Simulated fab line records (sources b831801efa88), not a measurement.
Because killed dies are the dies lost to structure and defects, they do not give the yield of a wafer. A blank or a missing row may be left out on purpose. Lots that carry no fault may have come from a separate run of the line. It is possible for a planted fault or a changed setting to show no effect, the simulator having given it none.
A lot that was struck, set against a sound lot + flow sky130 + 15 out of 708 route steps
Sound: these wafers, L405.3, L405.5, L405.6. Struck: wafers L408.1, L408.2. (L408.3 of the same lot was not struck and is left out.) The cause comes at the end.
Per side, at each step with rows, come the tool, then ch with its chambers, and then its first start. Under that, the readings that differ: sound wafers + struck wafers + difference of the means + sigmas: that difference in standard deviations of wafers without a fault.
alike: readings with means less than 2 such deviations apart, plus words and numbers identical on both sides. not compared: withheld readings, readings lacking a value on some wafer, bounds such as >300 that could conceal the same value, and numbers that have no deviation in the record and whose values overlap.
A row with sigmas, a row that says differs or no value, or rows on one side alone: a step with any of these is where the two part. Non-overlapping numbers with no deviation appear without sigmas and do not part them. Lack of a reading on every wafer of one side parts them only where that side has two or more wafers.

first, 1 step without rows for these wafers: SKY_VIA3_ETCH_14 (etches BARC in N2/H2, stops on SiO2, time 45.9 s, target depth 60 nm).
SKY_VIA3_ETCH_15: etches SiO2 in C4F8/O2/Ar, stops on TiN, target depth 507 nm, time 78 s.
  sound on rie_diel-01 ch 2,3, day 41 02:14; struck on rie_diel-02 ch 0,1, day 43 19:32
  alike: oes_product_au
  not compared: rf_hours_counter_h
SKY_VIA3_STRIP_16: strips in O2/N2.
  sound on plasma_asher-01 ch 0,1, day 41 02:20; struck on plasma_asher-04 ch 0,1, day 43 19:36
| reading                | sound | struck  | difference                   | sigmas |
|------------------------|-------|---------|------------------------------|--------|
| rf_hours_counter_h (h) | - - - | 126 126 | no value on the sound wafers |        |
  alike: drypump_motor_current_A, oes_product_au, strip_time_to_endpoint_s
then, 3 steps without rows for these wafers: SKY_VIA3_STRIP_17 (strips in post etch residue remover, time 1200 s); SKY_VIA3_CLEAN_18 (cleans in IPA, time 180 s); SKY_VIA3_CLEAN_19 (cleans in O3/DIW).
SKY_VIA3_SPUTTER_20: material TiN, target thk 20 nm, time 80 s.
  struck on pvd_sputter-03, day 43 20:37; sound on pvd_sputter-01, day 41 02:56
  alike: throttle_valve_pct
then, 1 step without rows for these wafers: SKY_VIA3_CVD_21 (deposits W, target thk 390 nm, time 117.31 s).
SKY_VIA3_RS_MEAS_22: uses a four-point probe to measure.
  struck on film_metro-04, day 43 20:55; sound on film_metro-03, day 41 03:10
  alike: VIA3_W_RS
SKY_VIA3_THK_MEAS_23: measures by xrf.
  struck on film_metro-04, day 43 21:02; sound on film_metro-03, day 41 03:16
  alike: VIA3_W_THK
then, 1 step without rows for these wafers: SKY_VIA3_CMP_24 (polishes, stops on SiO2, t overpolish 20 s, target thk 0 nm).
SKY_METAL4_SPUTTER_00: material Ti, target thk 15 nm, time 10 s.
  struck on pvd_sputter-02, day 43 21:24; sound on pvd_sputter-02, day 41 03:36
  alike: throttle_valve_pct
SKY_METAL4_SPUTTER_01: material TiN, target thk 20 nm, time 16.7 s.
  struck on pvd_sputter-02, day 43 21:25; sound on pvd_sputter-02, day 41 03:37
| reading                                    | sound             | struck      | difference | sigmas |
|--------------------------------------------|-------------------|-------------|------------|--------|
| model.TiN_of_METAL4_SPUTTER_01.thk_nm (nm) | 19.91 20.37 20.01 | 12.89 13.36 | -6.97      |        |
  alike: throttle_valve_pct
SKY_METAL4_SPUTTER_02: material AlCu, target thk 735 nm, time 39.1 s.
  struck on pvd_sputter-02, day 43 21:27; sound on pvd_sputter-02, day 41 03:38
  alike: throttle_valve_pct
-- the record jumps here: 6 days lie between the struck wafers' starts before and after (it left off in module METAL4 and takes up again in module PAD_OPEN, whose first step shown is number 708 of the route) --
SKY_PAD_OPEN_PROBE_99:
  only the struck wafers here have rows in the record (prober-01, day 49 09:34); the sound ones have none

== WHERE THEY PART ==
Earliest at SKY_VIA3_STRIP_16; latest, in this record, at SKY_PAD_OPEN_PROBE_99.

WHY: what had been put in by the simulator
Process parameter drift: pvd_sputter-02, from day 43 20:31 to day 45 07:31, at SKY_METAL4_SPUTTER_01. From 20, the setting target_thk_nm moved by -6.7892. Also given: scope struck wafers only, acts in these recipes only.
